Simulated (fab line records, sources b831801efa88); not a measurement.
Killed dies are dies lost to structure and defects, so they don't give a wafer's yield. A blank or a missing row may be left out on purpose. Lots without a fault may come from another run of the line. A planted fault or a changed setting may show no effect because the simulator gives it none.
fab line records | flow gf180mcu
record lots=11 wafers=33 last_day=34
route steps=602 shown M3@411 V3@445 MIM@511
lots that met no fault: from a run of the same line without faults
start_h: hours from the record's first day to the start of the lot's first wafer shown | wait_h: hours since the lot's step before | " the same as in the row above | L1.1+2: a row that stands for several wafers | - no value, or no start given | * or withheld: withheld | < > ~ a bound
route shown NAME@n: a module of which the file shows steps, and the number in the route of the first | usual: mean/standard deviation of fault-free wafers | same: alike in all rows | chamber/n: place in a boat | sites: the reading at each site | _std_site: their standard deviation | _edge_site: outer sites' mean less inner sites' | radius_mm: how far each site lies from the wafer's centre | mask NAME#n: copy n | behind: the tool/chamber that last shaped the wafer | hold: why the lot was held/for how many hours/how that ended | device: the transistor (n, p or np) that didn't switch | end of line: the same wafers' tests at the end of the route | a step without rows: its recipe alone | killed: dies lost to structure and defects at the first sort, not the wafer's yield | map: a wafer's dies, x killed, . not, _ none there
set.NAME: the setting as run; set.NAME@STEP: as run at that earlier step | model.NAME: the simulator's own value behind a step, which no gauge read
steps of the route over a sample of lots; a table a step, a row a wafer
services: from which hour (start_h, from the record's first day; less than 0 if before it) a tool's chamber was out of use, for how many hours, and why
## steps
# step GF_M3_SPUTTER_02
# recipe material=AlCu target_thk_nm=450 power_w=10600 time_s=23.9 chamber_pressure_pa=0.4
# usual cathode_dc_power_W=10600/2 throttle_valve_pct=29.6/1
# columns lot.wafer tool chamber start_h wait_h cathode_dc_power_W throttle_valve_pct
L433.1 pvd_sputter-03 - 464.55 0.0 10598 29.4
L433.2 " - " " 10599 27.4
L433.4 " - " " 10598 29.5
L438.3 pvd_sputter-03 - 507.73 0.0 10601 29.9
L438.4 " - " " 10595 29.4
L438.5 " - " " 10600 29.9
L439.4 pvd_sputter-02 - 516.10 0.0 10603 27.9
L439.5 " - " " 10602 30.0
L439.6 " - " " 10599 28.1
L440.4 pvd_sputter-01 - 520.94 0.0 10598 30.8
L440.5 " - " " 10596 29.1
L440.6 " - " " 10601 31.1
L449.4 pvd_sputter-01 - 608.28 0.0 10599 30.0
L449.5 " - " " 10600 30.3
L449.6 " - " " 10600 31.2
L451.1 pvd_sputter-03 - 613.49 0.0 10602 30.2
L451.2 " - " " 10600 29.3
L451.3 " - " " 10602 29.5
L452.1 pvd_sputter-01 - 622.59 0.0 10601 30.8
L452.2 " - " " 10600 28.9
L452.4 " - " " 10601 29.1
L453.1 pvd_sputter-03 - 632.07 0.0 10598 29.8
L453.4 " - " " 10601 29.4
L453.5 " - " " 10598 30.2
L454.1 pvd_sputter-03 - 639.66 0.0 10600 29.4
L454.2 " - " " 10599 30.3
L454.6 " - " " 10599 29.5
L455.2 pvd_sputter-03 - 645.69 0.0 10601 30.1
L455.3 " - " " 10602 29.3
L455.4 " - " " 10601 27.3
L456.1 pvd_sputter-02 - 653.66 0.0 10600 28.1
L456.3 " - " " 10601 30.5
L456.4 " - " " 10598 30.0
# step GF_M3_RS_MEAS_05
# recipe thk_meas_gauge=four-point-probe reads=TiN_of_M3_SPUTTER_04+Ti_of_M3_SPUTTER_03+AlCu_of_M3_SPUTTER_02+TiN_of_M3_SPUTTER_01+Ti_of_M3_SPUTTER_00
# usual M3_ALCU_RS=0.0696/0.0007
# columns lot.wafer tool chamber start_h wait_h M3_ALCU_RS[ohm/sq]
L433.1 film_metro-01 - 464.64 0.0 0.0690
L433.2 " - " " 0.0696
L433.4 " - " " 0.0693
L438.3 film_metro-01 - 507.86 0.1 0.0696
L438.4 " - " " 0.0693
L438.5 " - " " 0.0693
L439.4 film_metro-01 - 516.27 0.1 0.0697
L439.5 " - " " 0.0692
L439.6 " - " " 0.0687
L440.4 film_metro-02 - 521.09 0.1 0.0702
L440.5 " - " " 0.0706
L440.6 " - " " 0.0702
L449.4 film_metro-02 - 608.44 0.1 0.0703
L449.5 " - " " 0.0702
L449.6 " - " " 0.0717
L451.1 film_metro-02 - 613.58 0.0 0.0691
L451.2 " - " " 0.0701
L451.3 " - " " 0.0694
L452.1 film_metro-03 - 622.68 0.0 0.0705
L452.2 " - " " 0.0699
L452.4 " - " " 0.0691
L453.1 film_metro-01 - 632.16 0.0 0.0694
L453.4 " - " " 0.0686
L453.5 " - " " 0.0691
L454.1 film_metro-02 - 639.75 0.0 0.0701
L454.2 " - " " 0.0696
L454.6 " - " " 0.0696
L455.2 film_metro-02 - 645.80 0.0 0.0699
L455.3 " - " " 0.0696
L455.4 " - " " 0.0696
L456.1 film_metro-02 - 653.75 0.0 0.0681
L456.3 " - " " 0.0693
L456.4 " - " " 0.0685
# step GF_V3_ETCH_16
# recipe chemistry=N2/H2 target_depth_a=withheld overetch_a=withheld time_s=withheld target=BARC ion_energy_ev=200 source_w=500 bias_w=100 pressure_mtorr=30 n2_flow_sccm=100 h2_flow_sccm=200
# usual drypump_motor_current_A=5.46/0.28 oes_product_au=0.855/0.0047 rf_fwd_power_W=494.6/2.3 throttle_valve_pct=13.225/0.0093
# columns lot.wafer tool chamber start_h wait_h drypump_motor_current_A oes_product_au rf_fwd_power_W throttle_valve_pct
L433.1 rie_diel-04 0 513.35 0.0 5.48 0.859 493.2 13.214
L433.2 " 2 " " 5.73 0.859 497.7 13.211
L433.4 " 3 " " 5.52 0.860 496.5 13.215
L438.3 rie_diel-03 1 555.26 0.0 5.07 0.856 499.2 13.237
L438.4 " 2 " " 5.25 0.852 495.8 13.232
L438.5 " 2 " " 5.26 0.851 493.3 13.241
L439.4 rie_diel-04 1 563.75 0.0 5.59 0.860 496.2 13.217
L439.5 " 3 " " 5.50 0.852 491.9 13.237
L439.6 " 0 " " 5.45 0.861 495.3 13.221
L440.4 rie_diel-02 0 567.36 0.0 5.40 0.857 493.7 13.223
L440.5 " 0 " " 5.43 0.856 492.8 13.245
L440.6 " 1 " " 5.47 0.856 487.8 13.220
L449.4 rie_diel-03 2 650.70 0.0 5.27 0.862 496.7 13.222
L449.5 " 0 " " 5.28 0.853 493.4 13.222
L449.6 " 1 " " 5.05 0.848 496.1 13.240
L451.1 rie_diel-03 3 654.76 0.0 5.41 0.860 492.3 13.211
L451.2 " 1 " " 5.07 0.865 494.6 13.209
L451.3 " 2 " " 5.30 0.859 495.0 13.237
L452.1 rie_diel-03 1 662.96 0.0 5.04 0.851 494.2 13.224
L452.2 " 3 " " 5.41 0.852 492.8 13.227
L452.4 " 2 " " 5.26 0.857 496.3 13.222
L453.1 rie_diel-02 0 672.41 0.0 5.42 0.859 491.5 13.229
L453.4 " 3 " " 6.20 0.853 498.8 13.236
L453.5 " 0 " " 5.42 0.859 491.5 13.216
L454.1 rie_diel-02 3 679.10 0.0 6.19 0.856 496.8 13.221
L454.2 " 0 " " 5.42 0.856 492.2 13.216
L454.6 " 3 " " 6.19 0.856 497.3 13.226
L455.2 rie_diel-03 3 685.70 0.0 5.41 0.853 491.6 13.227
L455.3 " 1 " " 5.06 0.862 492.7 13.228
L455.4 " 0 " " 5.26 0.850 494.7 13.235
L456.1 rie_diel-02 1 693.87 0.0 5.48 0.854 490.3 13.254
L456.3 " 0 " " 5.42 0.857 492.7 13.224
L456.4 " 2 " " 5.89 0.849 496.4 13.218
# step GF_MIM_SPUTTER_08
# recipe material=AlCu target_thk_nm=200 power_w=10600 time_s=10.6 chamber_pressure_pa=0.4
# usual cathode_dc_power_W=10600/2.1 throttle_valve_pct=29.7/1.1
# columns lot.wafer tool chamber start_h wait_h cathode_dc_power_W throttle_valve_pct
L433.1 pvd_sputter-01 - 563.81 0.0 10603 29.1
L433.2 " - " " 10599 31.0
L433.4 " - " " 10603 30.0
L438.3 pvd_sputter-02 - 601.50 0.0 14106 30.5
L438.4 " - " " 14108 30.0
L438.5 " - " " 14107 30.3
L439.4 pvd_sputter-02 - 609.85 0.0 14104 28.3
L439.5 " - " " 14107 30.0
L439.6 " - " " 14106 30.6
L440.4 pvd_sputter-02 - 616.91 0.0 14104 28.1
L440.5 " - " " 14106 28.2
L440.6 " - " " 14101 30.3
L449.4 pvd_sputter-02 - 694.06 0.0 10599 30.3
L449.5 " - " " 10601 30.5
L449.6 " - " " 10600 30.2
L451.1 pvd_sputter-02 - 697.51 0.0 10596 30.6
L451.2 " - " " 10598 30.4
L451.3 " - " " 10597 29.9
L452.1 pvd_sputter-01 - 705.17 0.0 10603 30.8
L452.2 " - " " 10602 31.3
L452.4 " - " " 10601 31.5
L453.1 pvd_sputter-01 - 714.88 0.0 10600 30.0
L453.4 " - " " 10598 31.1
L453.5 " - " " 10599 29.2
L454.1 pvd_sputter-02 - 718.70 0.0 10600 30.5
L454.2 " - " " 10597 29.8
L454.6 " - " " 10598 30.3
L455.2 pvd_sputter-02 - 725.74 0.0 10597 30.5
L455.3 " - " " 10599 30.5
L455.4 " - " " 10599 27.9
L456.1 pvd_sputter-03 - 734.41 0.0 10604 29.3
L456.3 " - " " 10596 27.4
L456.4 " - " " 10600 30.0
# step GF_MIM_RS_MEAS_10
# recipe thk_meas_gauge=four-point-probe reads=TiN_of_MIM_SPUTTER_09+AlCu_of_MIM_SPUTTER_08+TiN_of_MIM_SPUTTER_07
# usual MIM_ALCU_RS=0.1611/0.0016
# columns lot.wafer tool chamber start_h wait_h MIM_ALCU_RS[ohm/sq]
L433.1 film_metro-02 - 563.87 0.0 0.1639
L433.2 " - " " 0.1647
L433.4 " - " " 0.1642
L438.3 film_metro-03 - 601.59 0.1 0.1182
L438.4 " - " " 0.1194
L438.5 " - " " 0.1190
L439.4 film_metro-01 - 609.97 0.1 0.1186
L439.5 " - " " 0.1191
L439.6 " - " " 0.1186
L440.4 film_metro-02 - 617.03 0.1 0.1193
L440.5 " - " " 0.1189
L440.6 " - " " 0.1191
L449.4 film_metro-01 - 694.18 0.1 0.1600
L449.5 " - " " 0.1602
L449.6 " - " " 0.1599
L451.1 film_metro-01 - 697.57 0.0 0.1602
L451.2 " - " " 0.1629
L451.3 " - " " 0.1621
L452.1 film_metro-01 - 705.23 0.0 0.1631
L452.2 " - " " 0.1618
L452.4 " - " " 0.1619
L453.1 film_metro-03 - 714.94 0.0 0.1600
L453.4 " - " " 0.1613
L453.5 " - " " 0.1609
L454.1 film_metro-03 - 718.76 0.0 0.1602
L454.2 " - " " 0.1600
L454.6 " - " " 0.1605
L455.2 film_metro-03 - 725.82 0.0 0.1622
L455.3 " - " " 0.1618
L455.4 " - " " 0.1619
L456.1 film_metro-03 - 734.47 0.0 0.1620
L456.3 " - " " 0.1598
L456.4 " - " " 0.1631
# step GF_MIM_THK_MEAS_11
# recipe thk_meas_gauge=xrf reads=AlCu_of_MIM_SPUTTER_08
# usual MIM_ALCU_THK=200.2/2.3
# columns lot.wafer tool chamber start_h wait_h MIM_ALCU_THK[nm]
L433.1 film_metro-02 - 563.99 0.1 195.9
L433.2 " - " " 195.2
L433.4 " - " " 195.9
L438.3 film_metro-03 - 601.69 0.1 269.1
L438.4 " - " " 266.1
L438.5 " - " " 268.7
L439.4 film_metro-01 - 610.06 0.1 269.3
L439.5 " - " " 267.8
L439.6 " - " " 268.5
L440.4 film_metro-02 - 617.12 0.1 267.7
L440.5 " - " " 268.5
L440.6 " - " " 268.4
L449.4 film_metro-01 - 694.27 0.1 201.7
L449.5 " - " " 202.3
L449.6 " - " " 202.1
L451.1 film_metro-01 - 697.69 0.1 200.4
L451.2 " - " " 197.9
L451.3 " - " " 198.2
L452.1 film_metro-01 - 705.35 0.1 196.7
L452.2 " - " " 198.1
L452.4 " - " " 199.4
L453.1 film_metro-03 - 715.06 0.1 201.0
L453.4 " - " " 198.2
L453.5 " - " " 199.2
L454.1 film_metro-03 - 718.88 0.1 201.7
L454.2 " - " " 200.5
L454.6 " - " " 200.1
L455.2 film_metro-03 - 725.93 0.1 198.1
L455.3 " - " " 199.5
L455.4 " - " " 198.4
L456.1 film_metro-03 - 734.59 0.1 199.7
L456.3 " - " " 201.2
L456.4 " - " " 198.6
## services
# columns tool chamber start_h hours kind
rie_diel-02 0 445.68 11.9 repair
rie_diel-04 2 451.84 1.5 repair
rie_diel-04 - 472.34 1.3 repair
rie_diel-04 0 484.27 2.2 repair
rie_diel-03 2 521.72 6.9 repair
rie_diel-04 0 537.47 7.1 repair
rie_diel-02 0 556.09 3.8 repair
rie_diel-03 1 562.41 9.7 repair
rie_diel-04 0 570.75 5.3 repair
pvd_sputter-01 - 571.73 1.6 repair
rie_diel-04 1 580.93 27.4 repair
pvd_sputter-02 - 602.32 5.0 repair
rie_diel-03 - 614.61 0.7 repair
rie_diel-02 - 621.56 0.8 repair
pvd_sputter-02 - 632.04 21.4 repair
pvd_sputter-02 0 672.99 - consumable_replace:kit
pvd_sputter-02 0 672.99 18.0 scheduled_down
pvd_sputter-02 0 672.99 18.0 vent_cycle
rie_diel-04 1 693.33 7.3 repair
rie_diel-04 - 693.86 0.6 repair
rie_diel-03 0 699.47 1.4 repair
rie_diel-03 - 706.86 0.3 repair
rie_diel-02 1 710.95 3.7 repair
rie_diel-02 1 715.68 1.7 repair
## key
first_sign step=GF_MIM_SPUTTER_08 reading=cathode_dc_power_W direction=up sigmas=99+ usual=10600 struck=14105
effect step=GF_MIM_RS_MEAS_10 reading=MIM_ALCU_RS direction=down sigmas=26 usual=0.1611 struck=0.1189
effect step=GF_MIM_THK_MEAS_11 reading=MIM_ALCU_THK direction=up sigmas=30 usual=200.2 struck=268.2
met_at GF_MIM_SPUTTER_08
struck_lots L438,L439,L440
not_acting_at GF_M3_SPUTTER_02,GF_M3_RS_MEAS_05,GF_V3_ETCH_16
fault kind=process_parameter_drift tool=pvd_sputter-02 chamber=- onset_h=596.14 steps=GF_MIM_SPUTTER_08 channel=power_w offset=3506 shape=step end_h=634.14 acts_in=these_recipes_only stated=10600
